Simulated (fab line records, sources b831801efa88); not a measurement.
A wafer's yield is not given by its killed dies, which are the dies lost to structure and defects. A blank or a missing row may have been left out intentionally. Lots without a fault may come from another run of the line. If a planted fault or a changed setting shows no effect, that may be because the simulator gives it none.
Which of the tools did it? | flow sky130 | 21 wafers sampled from 7 lots at 1 step of a route of 708

== WHAT EACH GAUGE READ, for each wafer ==
SKY_PWDE_OVL_MEAS_07.
lot  | measured    | on         | PWDE_OVL (nm)
L840 | day 4 10:39 | overlay-01 | 0.5 1.2 -0.8
L842 | day 4 17:33 | overlay-01 | -2.1 -1.1 0.0
L845 | day 5 12:29 | overlay-02 | 0.4 -2.6 -0.8
L849 | day 6 10:35 | overlay-01 | 1.5 2.5 0.8
L852 | day 7 03:54 | overlay-02 | 0.9 3.1 2.5
L855 | day 7 20:53 | overlay-01 | 3.1 0.6 2.3
L858 | day 8 12:35 | overlay-02 | -0.7 -1.5 -1.6

== WHAT TOOL EACH LOT RAN ON (gives the tool, then ch and the chambers of the sampled wafers, and finally the start) ==
There is no process step in the record ahead of these readings.

== THE ANSWER, worked out from the rows above alone ==
Rule: the lots themselves supply what counts as usual. The widest of any qualifying gaps counts: lots, ordered by their means at a reading, are off when they make up no more than a third of the lots, leave a main group of 4 or more, and stand apart from it by 3 or more times the standard deviation of that group's means. The tables above print the reading to a certain number of digits; a main group whose means all agree to those digits is not used. A lot without any number at a reading at which 4 lots or more have one is off too. The other lots that the step has rows for count as sound.
No lot is off on any of the readings shown, so nothing can be concluded from this.

== WHAT THE SIMULATOR PUT IN ==
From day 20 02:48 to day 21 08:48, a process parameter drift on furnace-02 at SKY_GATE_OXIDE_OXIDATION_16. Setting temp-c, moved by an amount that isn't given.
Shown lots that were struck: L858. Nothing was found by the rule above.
